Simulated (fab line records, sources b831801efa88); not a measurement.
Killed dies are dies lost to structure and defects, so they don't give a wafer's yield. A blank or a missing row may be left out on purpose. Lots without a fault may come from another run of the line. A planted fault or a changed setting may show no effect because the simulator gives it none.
A struck lot beside a sound one | flow sfq_line | 15 steps out of a route of 325
Sound: wafers L421.1, L421.3, L421.4. Struck: wafer L427.3. (L427.4, L427.6 of the same lot were not struck and are left out.) The cause comes at the end.
At each step with rows: each side's tool, then ch and its chambers, then its first start. Under that, the readings that differ: sound wafers | struck wafers | difference of the means | sigmas: that difference in standard deviations of wafers without a fault.
alike: readings whose means differ by less than 2 such deviations, and words and numbers that are the same on both sides. not compared: withheld readings, readings that some wafer has no value for, bounds like >300 that may hide the same value, and numbers for which the record gives no deviation and whose values overlap.
The two part at a step that has a row with sigmas, a row that says differs or no value, or rows on one side only. Numbers that don't overlap but have no deviation are shown without sigmas and don't part them. A reading that every wafer of one side lacks parts them only if that side has two wafers or more.

SFQ_TRILAYER_I7_VIA_STRIP_STRIP_191: strips in O2.
  sound on rie_metal-02 ch 0,1, day 79 04:54; struck on rie_metal-04 ch 1, day 80 18:18
  reading                     | sound          | struck | difference | sigmas
  drypump_motor_current_A (A) | 5.90 5.88 5.65 | 5.19   | -0.62      | -2
  alike: oes_product_au
  not compared: rf_hours_counter_h
then, 8 steps without rows for these wafers: SFQ_TRILAYER_I7_VIA_STRIP_SOLV_CLEAN_192 (cleans in NMP, time 600 s); SFQ_TRILAYER_M8_LITHO_LOR_COAT_197; SFQ_TRILAYER_M8_LITHO_LOR_BAKE_198; SFQ_TRILAYER_M8_LITHO_COAT_193 (resist thk 600 nm); SFQ_TRILAYER_M8_LITHO_SOFTBAKE_199; SFQ_TRILAYER_M8_LITHO_EXPOSE_194 (exposes mask M8, target cd 2000 nm); SFQ_TRILAYER_M8_LITHO_PEB_196 (peb time 60 s); SFQ_TRILAYER_M8_LITHO_DEVELOP_195 (img clear 15 s, time 55 s).
SFQ_M8_OVL_MEAS_948:
  sound on overlay-02, day 79 09:43; struck on overlay-02, day 81 09:27
  alike: M8_OVL
then, 2 steps without rows for these wafers: SFQ_TRILAYER_M8_DEP_EVAP_197 (material Ti, target thk 20 nm, time 100 s); SFQ_TRILAYER_M8_DEP_EVAP_198 (material Pt, target thk 50 nm, time 250 s).
SFQ_TRILAYER_M8_DEP_EVAP_196: material Au, target thk 180 nm, time 900 s.
  sound on pvd_sputter-02, day 79 09:59; struck on pvd_sputter-02, day 81 09:42
  reading                                          | sound           | struck | difference | sigmas
  model.Au_of_TRILAYER_M8_DEP_EVAP_196.thk_nm (nm) | 179.1 181 180.7 | 202.3  | +22.0      |
SFQ_M8_RS_MEAS_949: measures by four-point-probe.
  sound on film_metro-03, day 79 10:30; struck on film_metro-04, day 81 10:32
  reading           | sound                | struck | difference | sigmas
  M8_AU_RS (ohm/sq) | 0.1544 0.1530 0.1530 | 0.1359 | -0.0176    | -7
  not compared: hold
SFQ_M8_THK_MEAS_950: measures by xrf.
  sound on film_metro-03, day 79 10:37; struck on film_metro-04, day 81 13:44
  reading        | sound       | struck | difference | sigmas
  M8_AU_THK (nm) | 177 180 179 | 205    | +26        | +8
  not compared: hold

WHERE THEY PART
First at SFQ_TRILAYER_I7_VIA_STRIP_STRIP_191; last, within this record, at SFQ_M8_THK_MEAS_950.

WHY: what the simulator had put in
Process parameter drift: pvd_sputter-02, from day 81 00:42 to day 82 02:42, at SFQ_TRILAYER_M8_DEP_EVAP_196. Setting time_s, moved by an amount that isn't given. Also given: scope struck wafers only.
